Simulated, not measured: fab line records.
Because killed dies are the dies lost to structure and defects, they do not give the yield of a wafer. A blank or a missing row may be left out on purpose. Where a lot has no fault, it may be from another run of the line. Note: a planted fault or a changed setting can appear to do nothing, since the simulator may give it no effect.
fab line records    flow gf180mcu
record lots=7  wafers=21  lastDay=34
route steps=602 shown V2@393 M3@409
lots with no fault: from the same line, run without faults
startH: start of the lot's first displayed wafer, in hours after the record's first day    waitH: time in hours since the lot's previous step    " identical to the entry in the row above    L1.1+2: several wafers, shown together as one row    - no value present, or no start provided    * or withheld: withheld    < > ~ a bound
route shown NAME@n: names a module that has steps shown in the file, with the first one's number in the route    usual: average and standard deviation across the fault-free wafers    same: alike in all rows    chamber/n: place in a boat    sites: readings site by site    _std_site: standard deviation of those values    _edge_site: mean of outer sites minus mean of inner sites    radiusMm: how far each site lies from the wafer's centre    mask NAME#n: copy n    behind: the most recent tool/chamber to have shaped the wafer    hold: reason for holding the lot/hours on hold/outcome of the hold    device: the n, p or np transistor that did not switch    end of line: at the end of the route, the tests of the same wafers    step lacking rows: just its recipe    killed: count of dies lost to structure and defects at first sort (not the wafer's yield)    map: a wafer's dies, marking killed ones x, the rest . and places with no die _
set.NAME: the setting as run; set.NAME@STEP: as run at that earlier step    model.NAME: the simulator's own value behind a step, which no gauge read
lots at selected steps of the route; one table per step, one row per wafer
services: when a tool's chamber went out of use (startH, in hours from the record's first day, below 0 if earlier), for how many hours, and the reason
## steps
# step GF_V2_EXPOSE_11
# recipe maskId=Via2  targetCdNm=260  na=0.68  sourceShape=conventional  sigmaOuter=0.6  doseMj=38
# step GF_V2_PEB_12
# recipe pebTempC=135  pebTimeS=90  resist=KrF
# step GF_V2_DEVELOP_13
# recipe developTimeS=60  resist=KrF  devTempC=21
# step GF_V2_CD_MEAS_14
# recipe targetCdNm=260
# usual cdNm=260.2/1
lot.wafer  tool      chamber  startH  waitH  cdNm
L808.1     cdSem-01  -        544.78  0.1    260.4
L808.2     "         -        "       "      261.4
L808.6     "         -        "       "      259.6
L809.2     cdSem-01  -        548.29  0.1    260.0
L809.4     "         -        "       "      261.3
L809.5     "         -        "       "      260.5
L810.1     cdSem-02  -        565.63  0.1    260.9
L810.2     "         -        "       "      260.6
L810.4     "         -        "       "      260.3
L811.3     cdSem-02  -        574.66  0.1    257.9
L811.4     "         -        "       "      258.3
L811.5     "         -        "       "      257.6
L812.1     cdSem-01  -        579.43  0.1    261.4
L812.2     "         -        "       "      260.9
L812.3     "         -        "       "      260.9
L821.1     cdSem-01  -        640.12  0.1    258.7
L821.3     "         -        "       "      259.7
L821.5     "         -        "       "      261.2
L823.2     cdSem-02  -        647.75  0.1    259.6
L823.3     "         -        "       "      259.4
L823.5     "         -        "       "      258.7
# step GF_V2_OVL_MEAS_15
# usual V2_OVL=-2/5.7
lot.wafer  tool        chamber  startH  waitH  V2_OVL[nm]
L808.1     overlay-01  -        544.90  0.1    -10
L808.2     "           -        "       "      6
L808.6     "           -        "       "      1
L809.2     overlay-02  -        548.40  0.1    -5
L809.4     "           -        "       "      -3
L809.5     "           -        "       "      0
L810.1     overlay-01  -        565.75  0.1    1
L810.2     "           -        "       "      0
L810.4     "           -        "       "      2
L811.3     overlay-02  -        574.75  0.1    -6
L811.4     "           -        "       "      1
L811.5     "           -        "       "      -4
L812.1     overlay-02  -        579.55  0.1    5
L812.2     "           -        "       "      -2
L812.3     "           -        "       "      5
L821.1     overlay-01  -        640.24  0.1    -4
L821.3     "           -        "       "      0
L821.5     "           -        "       "      0
L823.2     overlay-02  -        647.86  0.1    7
L823.3     "           -        "       "      3
L823.5     "           -        "       "      3
# step GF_V2_ETCH_16
# recipe chemistry=N2/H2  targetDepthA=withheld  overetchA=withheld  timeS=withheld  target=BARC  ionEnergyEv=200  sourceW=500  biasW=100  pressureMtorr=30  n2FlowSccm=100  h2FlowSccm=200
# usual chamberPressureMTorr=30.000/0.024  drypumpMotorCurrentA=5.6/0.54  oesProductAu=0.855/0.0045  throttleValvePct=13.225/0.0096
lot.wafer  tool        chamber  startH  waitH  chamberPressureMTorr  drypumpMotorCurrentA  oesProductAu  throttleValvePct
L808.1     rieDiel-03  2        544.94  0.0    29.998                5.3                   0.850         13.214
L808.2     "           0        "       "      30.002                4.8                   0.851         13.227
L808.6     "           3        "       "      30.004                5.9                   0.865         13.234
L809.2     rieDiel-03  3        548.43  0.0    30.022                5.9                   0.851         13.214
L809.4     "           1        "       "      30.018                6.4                   0.849         13.213
L809.5     "           2        "       "      30.021                5.3                   0.851         13.211
L810.1     rieDiel-02  3        565.78  0.0    30.016                5.0                   0.848         13.222
L810.2     "           2        "       "      29.996                5.4                   0.851         13.206
L810.4     "           0        "       "      30.003                6.0                   0.859         13.223
L811.3     rieDiel-02  1        574.78  0.0    29.984                5.9                   0.853         13.212
L811.4     "           0        "       "      30.003                6.0                   0.846         13.208
L811.5     "           2        "       "      30.009                5.3                   0.855         13.205
L812.1     rieDiel-03  1        579.59  0.0    30.003                6.3                   0.865         13.214
L812.2     "           3        "       "      30.043                5.9                   0.857         13.207
L812.3     "           2        "       "      29.991                5.3                   0.858         13.222
L821.1     rieDiel-02  3        640.28  0.0    30.015                5.1                   0.865         13.219
L821.3     "           2        "       "      30.014                5.4                   0.851         13.218
L821.5     "           0        "       "      29.990                5.9                   0.851         13.227
L823.2     rieDiel-01  3        647.89  0.0    29.943                5.0                   0.855         13.236
L823.3     "           1        "       "      29.983                5.9                   0.855         13.222
L823.5     "           0        "       "      29.982                6.6                   0.844         13.222
# step GF_V2_ETCH_17
# recipe chemistry=C4F8/O2/Ar  maskMaterial=KrF  target=SiO2  stopOn=TiN  sourceW=1500  biasW=1200  pressureMtorr=40  c4f8FlowSccm=withheld  O2_flow_sccm=6  Ar_flow_sccm=300  timeS=withheld  targetDepthA=6300
# usual chamberPressureMTorr=40.00/0.036  oesProductAu=0.857/0.0044
lot.wafer  tool        chamber  startH  waitH  chamberPressureMTorr  oesProductAu
L808.1     rieDiel-03  2        -       -      40.03                 0.855
L808.2     "           0        "       "      39.98                 0.866
L808.6     "           3        "       "      39.93                 0.866
L809.2     rieDiel-03  3        -       -      39.99                 0.850
L809.4     "           1        "       "      40.05                 0.858
L809.5     "           2        "       "      39.95                 0.855
L810.1     rieDiel-02  3        -       -      40.03                 0.858
L810.2     "           2        "       "      39.97                 0.850
L810.4     "           0        "       "      39.98                 0.855
L811.3     rieDiel-02  1        -       -      40.02                 0.859
L811.4     "           0        "       "      39.95                 0.860
L811.5     "           2        "       "      39.95                 0.853
L812.1     rieDiel-03  1        -       -      39.97                 0.854
L812.2     "           3        "       "      39.96                 0.849
L812.3     "           2        "       "      39.99                 0.857
L821.1     rieDiel-02  3        -       -      39.95                 0.858
L821.3     "           2        "       "      39.97                 0.850
L821.5     "           0        "       "      40.00                 0.853
L823.2     rieDiel-01  3        -       -      40.04                 0.859
L823.3     "           1        "       "      40.06                 0.855
L823.5     "           0        "       "      39.97                 0.854
# step GF_V2_STRIP_18
# recipe chemistry=O2/N2  powerW=1400  pressureMtorr=1500  platenTempC=250  o2FlowSccm=3000  n2FlowSccm=300  overashFraction=0.5
# step GF_V2_STRIP_19
# recipe chemistry=postEtchResidueRemover  timeS=1200  tempC=72.5
# step GF_V2_CLEAN_20
# recipe chemistry=DIW  dry=n2Spin
# step GF_V2_SPUTTER_21
# recipe material=Ti  targetThkNm=15  chamberPressurePa=5  powerW=2500  substrateTempC=200  timeS=80.02
# usual throttleValvePct=29.9/1.1
lot.wafer  tool           chamber  startH  waitH  throttleValvePct
L808.1     pvdSputter-03  -        545.64  0.0    29.4
L808.2     "              -        "       "      28.8
L808.6     "              -        "       "      30.9
L809.2     pvdSputter-03  -        549.12  0.0    28.1
L809.4     "              -        "       "      28.8
L809.5     "              -        "       "      28.9
L810.1     pvdSputter-04  -        566.52  0.0    31.2
L810.2     "              -        "       "      29.6
L810.4     "              -        "       "      30.4
L811.3     pvdSputter-04  -        575.50  0.0    29.3
L811.4     "              -        "       "      30.4
L811.5     "              -        "       "      29.4
L812.1     pvdSputter-03  -        580.27  0.0    28.9
L812.2     "              -        "       "      29.1
L812.3     "              -        "       "      30.6
L821.1     pvdSputter-04  -        640.95  0.0    31.0
L821.3     "              -        "       "      30.4
L821.5     "              -        "       "      31.2
L823.2     pvdSputter-02  -        648.61  0.0    29.0
L823.3     "              -        "       "      31.0
L823.5     "              -        "       "      30.9
# step GF_V2_SPUTTER_22
# recipe material=TiN  targetThkNm=10  chamberPressurePa=5  powerW=4000  timeS=40
# usual throttleValvePct=30.0/1
lot.wafer  tool           chamber  startH  waitH  throttleValvePct
L808.1     pvdSputter-03  -        545.70  0.0    29.3
L808.2     "              -        "       "      29.1
L808.6     "              -        "       "      30.8
L809.2     pvdSputter-03  -        549.18  0.0    28.3
L809.4     "              -        "       "      28.9
L809.5     "              -        "       "      28.9
L810.1     pvdSputter-04  -        566.58  0.0    31.0
L810.2     "              -        "       "      29.5
L810.4     "              -        "       "      30.4
L811.3     pvdSputter-04  -        575.56  0.0    29.0
L811.4     "              -        "       "      30.2
L811.5     "              -        "       "      29.9
L812.1     pvdSputter-03  -        580.33  0.0    28.8
L812.2     "              -        "       "      29.4
L812.3     "              -        "       "      30.8
L821.1     pvdSputter-04  -        641.07  0.1    31.1
L821.3     "              -        "       "      29.9
L821.5     "              -        "       "      31.2
L823.2     pvdSputter-02  -        648.67  0.0    29.1
L823.3     "              -        "       "      31.0
L823.5     "              -        "       "      30.9
# step GF_V2_CVD_23
# recipe material=W  targetThkNm=350  timeS=104.94  tempC=400  pressureTorr=40
# usual heaterPowerW=857/96
lot.wafer  tool     chamber  startH  waitH  heaterPowerW  model.W_of_V2_CVD_23.thkNm
L808.1     cvdW-01  1        545.74  0.0    865           345.3
L808.2     "        0        "       "      986           355.6
L808.6     "        0        "       "      948           357.5
L809.2     cvdW-01  0        549.22  0.0    947           355.5
L809.4     "        0        "       "      953           356.5
L809.5     "        0        "       "      936           358.2
L810.1     cvdW-01  0        566.62  0.0    984           352.5
L810.2     "        1        "       "      871           348.5
L810.4     "        1        "       "      868           444.7
L811.3     cvdW-01  0        575.64  0.1    952           456.7
L811.4     "        1        "       "      858           450.5
L811.5     "        1        "       "      872           343
L812.1     cvdW-01  0        580.37  0.0    946           351.9
L812.2     "        1        "       "      869           344.4
L812.3     "        0        "       "      957           460.7
L821.1     cvdW-01  1        641.15  0.0    871           341.5
L821.3     "        0        "       "      962           354.1
L821.5     "        0        "       "      985           356.3
L823.2     cvdW-01  1        648.71  0.0    879           347.5
L823.3     "        1        "       "      906           340.7
L823.5     "        1        "       "      858           342.2
# step GF_V2_RS_MEAS_24
# recipe thkMeasGauge=four-point-probe  reads=W_of_V2_CVD_23+TiN_of_V2_SPUTTER_22+Ti_of_V2_SPUTTER_21
# usual V2_W_RS=0.325/0.0047
lot.wafer  tool          chamber  startH  waitH  V2_W_RS[ohm/sq]
L808.1     filmMetro-01  -        545.85  0.1    0.331
L808.2     "             -        "       "      0.322
L808.6     "             -        "       "      0.319
L809.2     filmMetro-03  -        549.35  0.1    0.321
L809.4     "             -        "       "      0.320
L809.5     "             -        "       "      0.320
L810.1     filmMetro-03  -        566.73  0.1    0.325
L810.2     "             -        "       "      0.328
L810.4     "             -        "       "      0.257
L811.3     filmMetro-01  -        575.76  0.1    0.250
L811.4     "             -        "       "      0.253
L811.5     "             -        "       "      0.333
L812.1     filmMetro-03  -        580.48  0.1    0.325
L812.2     "             -        "       "      0.331
L812.3     "             -        "       "      0.248
L821.1     filmMetro-01  -        641.26  0.1    0.336
L821.3     "             -        "       "      0.323
L821.5     "             -        "       "      0.321
L823.2     filmMetro-01  -        648.85  0.1    0.329
L823.3     "             -        "       "      0.336
L823.5     "             -        "       "      0.335
# step GF_V2_THK_MEAS_25
# recipe thkMeasGauge=xrf  reads=W_of_V2_CVD_23
# usual V2_W_THK=357/5.8
lot.wafer  tool          chamber  startH  waitH  V2_W_THK[nm]
L808.1     filmMetro-01  -        545.97  0.1    354
L808.2     "             -        "       "      362
L808.6     "             -        "       "      365
L809.2     filmMetro-03  -        549.46  0.1    361
L809.4     "             -        "       "      359
L809.5     "             -        "       "      363
L810.1     filmMetro-03  -        566.85  0.1    359
L810.2     "             -        "       "      356
L810.4     "             -        "       "      455
L811.3     filmMetro-01  -        575.86  0.1    465
L811.4     "             -        "       "      457
L811.5     "             -        "       "      349
L812.1     filmMetro-03  -        580.60  0.1    355
L812.2     "             -        "       "      348
L812.3     "             -        "       "      469
L821.1     filmMetro-01  -        641.38  0.1    346
L821.3     "             -        "       "      358
L821.5     "             -        "       "      361
L823.2     filmMetro-01  -        648.96  0.1    357
L823.3     "             -        "       "      349
L823.5     "             -        "       "      353
# step GF_V2_CMP_26
# recipe stopOn=SiO2  downForcePsi=3.5  platenRpm=60  tOverpolishS=15  targetThkNm=0  padVelocityMS=0.94248
# usual motorCurrentA=10.8/0.91  timeToEndpointS=88/3.5
lot.wafer  tool    chamber  startH  waitH  motorCurrentA  timeToEndpointS
L808.1     cmp-02  3        546.13  0.1    10.7           88
L808.2     "       0        "       "      10.7           90
L808.6     "       2        "       "      11.0           91
L809.4     cmp-01  0        549.51  0.0    10.2           86
L809.2     "       3        "       "      12.0           90
L809.5     "       0        "       "      10.4           86
L810.1     cmp-01  2        566.96  0.1    9.7            90
L810.4     "       3        "       "      11.3           116
L810.2     "       0        "       "      10.6           92
L811.3     cmp-02  3        576.26  0.4    10.3           113
L811.4     "       0        "       "      11.4           113
L811.5     "       2        "       "      10.9           86
L812.3     cmp-02  0        580.71  0.1    10.7           115
L812.2     "       1        "       "      12.8           83
L812.1     "       2        "       "      11.1           88
L821.3     cmp-01  1        641.44  0.0    10.3           93
L821.1     "       0        "       "      10.7           87
L821.5     "       2        "       "      9.8            89
L823.3     cmp-01  2        649.01  0.0    9.8            84
L823.2     "       3        "       "      11.8           85
L823.5     "       3        "       "      11.9           84
# step GF_M3_SPUTTER_00
# recipe material=Ti  targetThkNm=37.5  arrivingIonEnergyEv=80  substrateTempC=200  chamberPressurePa=2  powerW=4000  timeS=150
# usual throttleValvePct=29.8/0.95
lot.wafer  tool           chamber  startH  waitH  throttleValvePct
L808.1     pvdSputter-01  -        546.33  0.1    30.5
L808.2     "              -        "       "      29.2
L808.6     "              -        "       "      30.0
L809.2     pvdSputter-03  -        549.81  0.1    28.7
L809.4     "              -        "       "      29.3
L809.5     "              -        "       "      29.1
L810.1     pvdSputter-01  -        567.21  0.2    29.0
L810.2     "              -        "       "      28.6
L810.4     "              -        "       "      30.0
L811.3     pvdSputter-01  -        576.46  0.1    28.8
L811.4     "              -        "       "      29.4
L811.5     "              -        "       "      30.6
L812.1     pvdSputter-01  -        580.96  0.1    29.0
L812.2     "              -        "       "      30.6
L812.3     "              -        "       "      30.0
L821.1     pvdSputter-01  -        641.74  0.1    28.9
L821.3     "              -        "       "      30.5
L821.5     "              -        "       "      29.2
L823.2     pvdSputter-03  -        649.31  0.2    28.2
L823.3     "              -        "       "      28.9
L823.5     "              -        "       "      28.1
## services
tool           chamber  startH  hours  kind
cmp-01         -        524.60  1.3    repair
pvdSputter-02  -        525.05  1.4    repair
rieDiel-03     1        533.39  14.3   repair
rieDiel-02     2        539.89  3.0    repair
pvdSputter-02  -        543.64  8.2    repair
cmp-02         -        549.07  3.7    repair
pvdSputter-04  -        549.18  17.0   repair
cmp-02         -        554.89  6.3    pm
rieDiel-03     -        565.62  0.8    repair
pvdSputter-03  3        572.58  -      consumableReplace:kit
pvdSputter-03  3        572.58  18.0   scheduledDown
pvdSputter-03  3        572.58  18.0   ventCycle
cmp-01         -        573.51  4.0    pm
cmp-01         -        579.10  5.4    pm
cmp-01         -        584.46  3.9    pm
pvdSputter-02  -        591.56  0.6    repair
rieDiel-02     2        594.71  4.2    repair
rieDiel-01     1        605.86  8.9    repair
pvdSputter-03  -        609.21  2.7    repair
rieDiel-03     2        612.56  2.6    repair
cvdW-01        -        614.24  1.6    repair
rieDiel-02     1        614.41  4.7    repair
rieDiel-01     2        624.86  69.0   repair
pvdSputter-01  -        631.86  8.5    repair
## key
firstSign step=GF_V2_RS_MEAS_24  reading=V2_W_RS  direction=down  sigmas=16  usual=0.325  struck=0.252
effect step=GF_V2_THK_MEAS_25  reading=V2_W_THK  direction=up  sigmas=18  usual=357  struck=462
effect step=GF_V2_CMP_26  reading=timeToEndpointS  direction=up  sigmas=7.4  usual=*  struck=*
modelEffect step=GF_V2_CVD_23  value=W_of_V2_CVD_23.thkNm  without=347.7  struck=453.1
metAt GF_V2_CVD_23
struckWafers L810.4,L811.3,L811.4,L812.3
onsetBetween 549.22 566.62
fault kind=processParameterDrift  tool=cvdW-01  chamber=-  onsetH=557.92  steps=GF_V2_CVD_23  channel=targetThkNm  offset=105.48  shape=step  endH=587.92  scope=struckWafersOnly  actsIn=theseRecipesOnly  stated=350
